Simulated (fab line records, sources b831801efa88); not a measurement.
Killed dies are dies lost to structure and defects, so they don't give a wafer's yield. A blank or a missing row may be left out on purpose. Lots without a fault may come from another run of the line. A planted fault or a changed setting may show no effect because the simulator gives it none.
Split-lot experiment | flow sky130 | 5 lots, 23 wafers read, on a route of 708 steps

THE SPLIT
At SKY_METAL2_SPUTTER_04 (material TiN, target thk 70 nm, time 58.3 s), the setting time_s was moved away from the recipe's 58.3 s on 10 of the 23 wafers read, by -11.6% to +14.9%. The other wafers ran this setting at the recipe's value.

The reading is taken at the split's own step.

THE READING
TiN_of_METAL2_SPUTTER_04.thk_nm (the simulator's own value, which no gauge read), in nm, at SKY_METAL2_SPUTTER_04 (material TiN, target thk 70 nm, time 58.3 s). The file gives no usual value for it. The 13 wafers here that ran the recipe average 69.49 nm, standard deviation 0.62 nm.

wafer  | tool, chamber at the split | time_s as run, s | against the recipe | TiN_of_METAL2_SPUTTER_04.thk_nm, nm | against lot-mates on the recipe
L074.2 | pvd_sputter-04, -          | 58.3             | recipe             | 70.6                                | -
L074.3 | pvd_sputter-04, -          | 58.3             | recipe             | 70.36                               | -
L074.4 | pvd_sputter-04, -          | 58.3             | recipe             | 70.05                               | -
L075.1 | pvd_sputter-03, -          | 58.3             | recipe             | 69.33                               | -
L075.2 | pvd_sputter-03, -          | 62.29            | +6.8%              | 75.11                               | +5.58
L075.3 | pvd_sputter-03, -          | 58.3             | recipe             | 69.74                               | -
L075.5 | pvd_sputter-03, -          | 62.29            | +6.8%              | 74.08                               | +4.55
L075.6 | pvd_sputter-03, -          | 62.29            | +6.8%              | 73.96                               | +4.42
L080.1 | pvd_sputter-03, -          | 58.3             | recipe             | 69.62                               | -
L080.2 | pvd_sputter-03, -          | 55.37            | -5.0%              | 66.96                               | -2.53
L080.3 | pvd_sputter-03, -          | 58.3             | recipe             | 68.93                               | -
L080.4 | pvd_sputter-03, -          | 55.37            | -5.0%              | 66.79                               | -2.70
L080.5 | pvd_sputter-03, -          | 58.3             | recipe             | 69.93                               | -
L083.1 | pvd_sputter-01, -          | 58.3             | recipe             | 69.68                               | -
L083.2 | pvd_sputter-01, -          | 51.55            | -11.6%             | 60.83                               | -8.27
L083.3 | pvd_sputter-01, -          | 58.3             | recipe             | 68.62                               | -
L083.5 | pvd_sputter-01, -          | 58.3             | recipe             | 69.01                               | -
L083.6 | pvd_sputter-01, -          | 51.55            | -11.6%             | 61.05                               | -8.05
L085.1 | pvd_sputter-03, -          | 66.97            | +14.9%             | 79.34                               | +10.56
L085.2 | pvd_sputter-03, -          | 66.97            | +14.9%             | 79.9                                | +11.12
L085.3 | pvd_sputter-03, -          | 58.3             | recipe             | 68.97                               | -
L085.4 | pvd_sputter-03, -          | 66.97            | +14.9%             | 79.13                               | +10.35
L085.6 | pvd_sputter-03, -          | 58.3             | recipe             | 68.59                               | -

THE FIT
A straight line over all 23 wafers: TiN_of_METAL2_SPUTTER_04.thk_nm changes by +0.685 nm for each +1% of time_s; r = +0.99; the points scatter about the line by 0.64 nm.
The same after taking each lot's own level away (the mean of its wafers on the recipe; 23 wafers): +0.702 nm for each +1%; r = +1.00; scatter 0.44 nm.
On that fit, the largest move of time_s shifts the reading by 10 nm.
The lots' own levels span 68.780 to 70.337 nm, that is 2.5 times the standard deviation above.
So the lot-to-lot level changes the slope little: the two slopes agree.
Check: with one of the wafers moved furthest among these (+14.9%) left out of the fit, the line predicts +10.5 nm for it against its lot-mates. It came out at +10.6 nm against them.

OTHER SPLITS ON THESE WAFERS
These wafers also went through other splits before the reading. Each is held against what the fit with the lots' levels taken away leaves over:
other split on the same wafers               | wafers away from the commonest value | r with TiN_of_METAL2_SPUTTER_04.thk_nm (lot level and that fit taken away)
SKY_SD_N_IMPLANT_09 energy_kev               | 8                                    | +0.01
SKY_LI_CONTACT_CMP_02 leave_above_ref_nm     | 12                                   | -0.23
SKY_LI_CONTACT_ETCH_15 bias_w                | 5                                    | -0.29
SKY_LOCAL_INTERCONNECT_COAT_06 resist_thk_nm | 6                                    | +0.07
SKY_LOCAL_INTERCONNECT_ETCH_13 time_s        | 8                                    | -0.01
SKY_METAL1_SPUTTER_00 time_s                 | 6                                    | -0.27
SKY_METAL1_COAT_09 resist_thk_nm             | 9                                    | -0.10
SKY_METAL1_ETCH_18 ion_energy_ev             | 4                                    | +0.12
SKY_VIA1_HDPCVD_00 sih4_flow_sccm            | 8                                    | -0.13
SKY_VIA1_SPUTTER_20 time_s                   | 9                                    | +0.39

THE FILE'S OWN FIT
TiN_of_METAL2_SPUTTER_04.thk_nm changes by +0.701 nm for each +1% of time_s, r = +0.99.
